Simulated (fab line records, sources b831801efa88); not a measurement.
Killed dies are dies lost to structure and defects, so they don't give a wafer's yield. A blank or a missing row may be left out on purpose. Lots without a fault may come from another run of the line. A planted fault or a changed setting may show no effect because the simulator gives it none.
Chamber matching | flow gf180mcu | GF_V5_CVD_02 on pecvd-01: 3 sister chambers
The step deposits SiO2 from TEOS, target thk 1450 nm, time 163.28 s. 16 wafers are shown with their chamber, then 8 later ones without.

WAFERS WITH THEIR CHAMBER
wafer  | chamber | heater_power_w (W)
L983.4 | 1       | 544
L983.5 | 0       | 679
L983.6 | 2       | 505
L989.1 | 2       | 573
L989.5 | 1       | 669
L989.6 | 0       | 791
L990.1 | 1       | 672
L990.2 | 0       | 685
L990.5 | 0       | 794
L991.1 | 2       | 592
L991.5 | 1       | 665
L991.6 | 2       | 512
L992.1 | 1       | 631
L992.4 | 1       | 660
L992.5 | 0       | 820
L998.1 | 1       | 672

SIGNATURES (means of the wafers above)
reading        | chamber 0 | chamber 1 | chamber 2 | scatter within a chamber
heater_power_w | 753.80    | 644.71    | 545.50    | 52.9
Rule: a wafer's distance from a chamber is the root of the sum, over the readings, of the square of ((its reading less the chamber's mean) divided by the reading's scatter). The wafer belongs to the nearest chamber; if the next one is less than 2 further off, it can't be placed. The scatter: the root of (the sum of the squares of (reading less its chamber's mean) over the shown wafers, divided by (wafers less chambers)).

WAFERS WITHOUT THEIR CHAMBER
wafer  | heater_power_w (W)
L998.3 | 787
L998.4 | 536
L999.4 | 502
L999.5 | 528
L999.6 | 694
L103.2 | 636
L103.3 | 592
L103.6 | 492

WHICH CHAMBER EACH WENT THROUGH
wafer  | from the rows above          | in truth
L998.3 | 0                            | 0
L998.4 | can't be placed: 2 or 1      | 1
L999.4 | can't be placed: 2 or 1      | 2
L999.5 | can't be placed: 2 or 1      | 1
L999.6 | can't be placed: 1 or 0 or 2 | 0
L103.2 | can't be placed: 1 or 2      | 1
L103.3 | can't be placed: 2 or 1      | 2
L103.6 | can't be placed: 2 or 1      | 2
Placed correctly: 1 of 8. Can't be placed from these rows: 7 (the true chamber is among the candidates in 7). Placed wrongly: 0.
